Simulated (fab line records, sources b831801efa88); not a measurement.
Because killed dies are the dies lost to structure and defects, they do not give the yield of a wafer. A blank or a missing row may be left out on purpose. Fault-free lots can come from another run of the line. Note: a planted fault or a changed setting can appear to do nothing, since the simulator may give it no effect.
A single fault, viewed from 2 desks    flow gf180mcu    what lay behind the numbers comes last; until then each desk has only its own

THE METROLOGY DESK
Lot by lot, what the gauges showed, no matter which tool ran the lot: averages of those sampled wafers that carry a number. If a lot's mean is further than 4 standard deviations from the usual mean, the lot is out of limits and carries the mark OUT (the distance appears in the brackets).
Columns: A = V5_W_RS at GF_V5_RS_MEAS_24, usual 0.326 ohm/sq; B = V5_W_THK at GF_V5_THK_MEAS_25, usual 343 nm; C = TOP_METAL_ALCU_RS at GF_TOP_METAL_RS_MEAS_05, usual 0.0326 ohm/sq; D = TOP_METAL_ALCU_THK at GF_TOP_METAL_THK_MEAS_06, usual 907 nm; E = cd nm at GF_TOP_METAL_CD_MEAS_14, usual 440.2 nm; F = TOP_METAL_OVL at GF_TOP_METAL_OVL_MEAS_15, usual -0.2 nm
lot   first seen here  A      B    C       D    E      F
L373  day 29 18:49     0.323  347  0.0321  926  438.5  0.4
L382  day 32 11:22     0.327  345  0.0330  886  436.9  0.4
L384  day 33 02:10     0.328  338  0.0325  902  436.0  -0.7
L385  day 33 04:34     0.326  340  0.0331  897  439.4  0.4
L387  day 33 11:25     0.325  342  0.0324  904  439.6  0.8
This desk's finding: nothing out of limits on any of the 5 lots.

DESK OF THE TOOL OWNER: pvd sputter-01
The tool's own readings at GF_TOP_METAL_SPUTTER_02 (material AlCu, target thk 900 nm, time 47.82 s): means of the sampled wafers that have a number, for each lot that ran on this tool. If a lot's mean is further than 4 standard deviations from the usual mean, the lot is out of limits and carries the mark OUT (the distance appears in the brackets).
Columns: A = cathode dc power W at GF_TOP_METAL_SPUTTER_02, usual 10600 W; B = throttle valve pct at GF_TOP_METAL_SPUTTER_02, usual 29.6 %
lot   first seen here  A      B
L373  day 29 19:25     10599  29.0
L382  day 32 11:59     10601  28.4
This desk's finding: nothing out of limits on any of the 2 lots.

PUT TOGETHER
From the metrology desk's view, nothing was out of limits.
The desk of the tool owner found nothing out of limits.

WHAT WAS PUT IN BY THE SIMULATOR
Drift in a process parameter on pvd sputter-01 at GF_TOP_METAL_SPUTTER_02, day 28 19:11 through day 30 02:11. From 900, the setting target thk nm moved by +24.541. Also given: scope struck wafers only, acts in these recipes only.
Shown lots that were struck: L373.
